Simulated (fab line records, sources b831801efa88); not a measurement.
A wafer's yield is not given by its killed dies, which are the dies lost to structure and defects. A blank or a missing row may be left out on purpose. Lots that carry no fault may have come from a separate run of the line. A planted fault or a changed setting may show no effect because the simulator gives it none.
Which tool is to blame?	flow gf180mcu	7 lots with 20 wafers sampled at 2 steps, on a route of 602 steps

== WHAT THE GAUGES SHOWED, per wafer ==
GF_MVSD_TW_MEAS_11.
lot	measured	on	MVSD_TW
L323	day 4 15:33	filmMetro-01	1592 1580 1579
L325	day 5 04:25	filmMetro-04	1576 1578 30
L329	day 6 01:35	filmMetro-03	1598 30
L337	day 8 03:21	filmMetro-04	1573 1583 1575
L339	day 8 13:22	filmMetro-03	1584 1585 1585
L341	day 9 01:25	filmMetro-01	1583 1577 1567
L343	day 9 10:57	filmMetro-04	1568 1568 1566

== TOOL THAT RAN EACH LOT (tool first, then ch and the chambers of the sampled wafers, then the start) ==
lot	GF_MVSD_DEVELOP_06
L323	lithoTrack-03 ch 0, day 4 14:00
L325	lithoTrack-03 ch 0, day 5 03:00
L329	lithoTrack-03 ch 0, day 6 01:00
L337	lithoTrack-04 ch 0, day 8 02:00
L339	lithoTrack-04 ch 0, day 8 12:00
L341	lithoTrack-02 ch 0, day 9 00:00
L343	lithoTrack-04 ch 0, day 9 10:00
- GF_MVSD_DEVELOP_06: develop time 60 s.

== THE ANSWER, worked out from the rows above alone ==
Rule: what is usual is taken from the lots themselves. Put in order of their means at a reading, lots are off if they are a third of the lots or fewer, leave a main group of 4 or more, and stand apart from it by a gap of 3 or more times the standard deviation of the main group's means; of several such gaps the widest counts. If all means in a main group match to the digits the tables above print for the reading, that group is not used. Also off: a lot with no number at a reading for which 4 or more lots have one. All remaining lots with rows at the step are treated as sound.
Off: L325, L329, at GF_MVSD_TW_MEAS_11 (MVSD_TW). Mean 1578 and standard deviation 6.3 in the main group.
If a tool, at a process step before that reading, ran all the lots that are off and no sound lot after the first of them, it fits. Gauges at GF_MVSD_TW_MEAS_11: tried the same way as those tools. One candidate fits, namely lithoTrack-03 at GF_MVSD_DEVELOP_06. A fault onset in the window from L323 (day 4 14:00, its last sound lot) to L325 (day 5 03:00, its first lot off) fits.

== WHAT THE SIMULATOR HAD PUT IN ==
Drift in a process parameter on lithoTrack-03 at GF_MVSD_DEVELOP_06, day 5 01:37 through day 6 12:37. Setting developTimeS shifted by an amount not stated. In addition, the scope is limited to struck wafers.
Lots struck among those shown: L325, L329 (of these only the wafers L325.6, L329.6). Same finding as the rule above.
